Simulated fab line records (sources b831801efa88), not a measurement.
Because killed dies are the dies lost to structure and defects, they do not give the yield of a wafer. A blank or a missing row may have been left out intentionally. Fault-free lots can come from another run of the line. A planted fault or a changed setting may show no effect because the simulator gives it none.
Problem report, 8D (eight disciplines) form, completed by code + flow gf180mcu + the parts of the form that need people (team, actions taken, sign-off) are left out

== 1. PROBLEM STATEMENT ==
Wafers without a fault read 23.00 C, standard deviation 0.091; developer-temp-C at GF_DNWELL_DEVELOP_06 reads a mean of 23.90 C on 6 wafers belonging to 2 lots. That puts it +9.9 standard deviations away from the usual mean.
The step: develop time 60 s.
Earliest sighting: wafer L995.2 on litho-track-04 at day 5 10:00. At this step, 39 wafers from 13 lots have a number in the record. Rule for "out" (also "out of limits"): further than 4 standard deviations from the usual mean. The rest of the wafers with a number are treated as sound.

== 2. WHAT IT IS AND WHAT IT IS NOT ==
| question                    | is                     | is not                                                                          |
|-----------------------------|------------------------|---------------------------------------------------------------------------------|
| which readings at this step | developer-temp-C       | -                                                                               |
| which lots                  | L995, L999             | L103, L104, L106, L983, L985, L986, L987, L988, L989, L992, L994                |
| which wafers of those lots  | all that have a number | -                                                                               |
| read on which tools         | litho-track-04         | litho-track-02, litho-track-03                                                  |
| when                        | from day 5 10:00       | up to then (24 sound wafers); but 9 sound wafers of L103, L104, L106 came after |

== 3. THE SUSPECTS, EACH WITH WHAT RULES IT OUT ==
Counting: a tool at a process step up to the reading stays a suspect if it ran every lot that is out and no sound lot after the first of them.
- litho-track-04 at GF_DNWELL_DEVELOP_06 (develop time 60 s): kept. It ran every lot that is out, first L995 (day 5 10:00), and no sound lot after that; its last sound lot up to then is L994 (day 5 04:00). Its own readings are out on those wafers: developer-temp-C.
After counting, what remains is litho-track-04 at GF_DNWELL_DEVELOP_06.

== 4. THE CAUSE (what the simulator had put in) ==
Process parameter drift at GF_DNWELL_DEVELOP_06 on litho-track-04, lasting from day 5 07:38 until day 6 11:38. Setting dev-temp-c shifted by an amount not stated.
Only this tool survived the counting.

== 5. THE CHAIN OF EFFECTS, in route order ==
One row per reading whose mean, taken over the struck wafers that have a number, lies over 3 standard deviations from the usual. Readings are gone through only where the record gives a usual standard deviation; hours: the median, over the lots, of the time from a lot's start at the first step in this table giving one to that lot's start at this step; sigmas: the change measured in usual standard deviations.
| hours | step                 | reading          | usual   | on struck wafers | change | sigmas |
|-------|----------------------|------------------|---------|------------------|--------|--------|
| 0     | GF_DNWELL_DEVELOP_06 | developer-temp-C | 23.00 C | 23.90            | +0.90  | +9.9   |
It contains these process steps:
- GF_DNWELL_DEVELOP_06: develop time 60 s.

== 6. HOW IT WOULD HAVE BEEN CAUGHT EARLIER ==
First out-of-limits reading in this record: day 5 10:00, which is 2 hours after fault onset at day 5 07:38.
